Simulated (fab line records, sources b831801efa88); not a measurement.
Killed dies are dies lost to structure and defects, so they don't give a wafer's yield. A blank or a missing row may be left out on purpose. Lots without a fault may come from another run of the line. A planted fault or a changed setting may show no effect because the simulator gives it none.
One fault seen from 2 desks | flow sfq_line | each desk has only its own numbers; what lay behind them comes last

THE TOOL OWNER'S DESK: pecvd-03
The tool's own readings at SFQ_TRILAYER_I7_DEP_PECVD_183 (deposits SiO2 from SiH4/N2O, time 111.11 s, target thk 500 nm): means of the sampled wafers that have a number, for each lot that ran on this tool. A lot is out of limits, marked OUT, if its mean lies more than 4 standard deviations from the usual mean; the brackets give that distance.
Columns: A = chamber_pressure_Torr at SFQ_TRILAYER_I7_DEP_PECVD_183, usual 2.399 Torr; B = heater_power_w at SFQ_TRILAYER_I7_DEP_PECVD_183, usual 90 W; C = run_length_s at SFQ_TRILAYER_I7_DEP_PECVD_183, usual 139.2 s; D = throttle_valve_pct at SFQ_TRILAYER_I7_DEP_PECVD_183, usual 24.1 %
lot  | first seen here | A     | B  | C               | D
L982 | day 72 08:07    | 2.398 | 89 | 139.2           | 23.3
L986 | day 76 18:14    | 2.401 | 88 | 138.9           | 23.6
L992 | day 81 03:29    | 2.404 | 81 | 138.6           | 24.4
L993 | day 85 04:37    | 2.403 | 85 | 139.5           | 23.4
L995 | day 85 16:37    | 2.397 | 96 | 139.3           | 23.6
L996 | day 85 20:16    | 2.399 | 80 | 166.7 (+51) OUT | 24.4
L998 | day 86 06:50    | 2.395 | 84 | 166.6 (+51) OUT | 24.0
L105 | day 89 13:37    | 2.401 | 92 | 139.1           | 24.2
This desk's finding: out of limits on L996, L998; first on L996, day 85 20:16 (run_length_s at SFQ_TRILAYER_I7_DEP_PECVD_183). In limits: L982, L986, L992, L993, L995, L105.

THE METROLOGY DESK
What the gauges read, lot by lot, whatever tool the lot ran on: means of the sampled wafers that have a number. A lot is out of limits, marked OUT, if its mean lies more than 4 standard deviations from the usual mean; the brackets give that distance.
Columns: A = M8_OVL at SFQ_M8_OVL_MEAS_948, usual -3 nm; B = M8_BOW at SFQ_M8_BOW_MEAS_951, usual 7 um
lot  | first seen here | A  | B
L982 | day 79 23:54    | -0 | 6
L984 | day 80 17:07    | -4 | -2
L985 | day 80 21:56    | -8 | 17
L986 | day 81 17:26    | -4 | -8
L988 | day 82 03:34    | -5 | 6
L989 | day 82 06:00    | 1  | -6
L992 | day 85 14:35    | -6 | -3
L993 | day 86 13:04    | 2  | 12
L994 | day 86 14:16    | -1 | -8
L995 | day 86 15:28    | -1 | 30
L996 | day 86 16:41    | -2 | -7
L997 | day 86 19:04    | 3  | 20
L998 | day 87 13:34    | -9 | 24
L105 | day 92 19:31    | -3 | -1
This desk's finding: nothing out of limits on any of the 14 lots.

PUT TOGETHER
The tool owner's desk could have raised an alarm at day 85 20:16, on L996, L998.
The metrology desk saw nothing out of limits.
The metrology desk has L996, L998 on record, within its limits.
Of the lots named, all ran SFQ_TRILAYER_I7_DEP_PECVD_183 on pecvd-03.

WHAT THE SIMULATOR HAD PUT IN
Process parameter drift: pecvd-03, from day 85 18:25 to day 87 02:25, at SFQ_TRILAYER_I7_DEP_PECVD_183. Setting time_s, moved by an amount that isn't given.
Lots struck among those shown: L996, L998.
Hours from the fault's start to each desk's first reading out of limits: the tool owner's desk, 2.
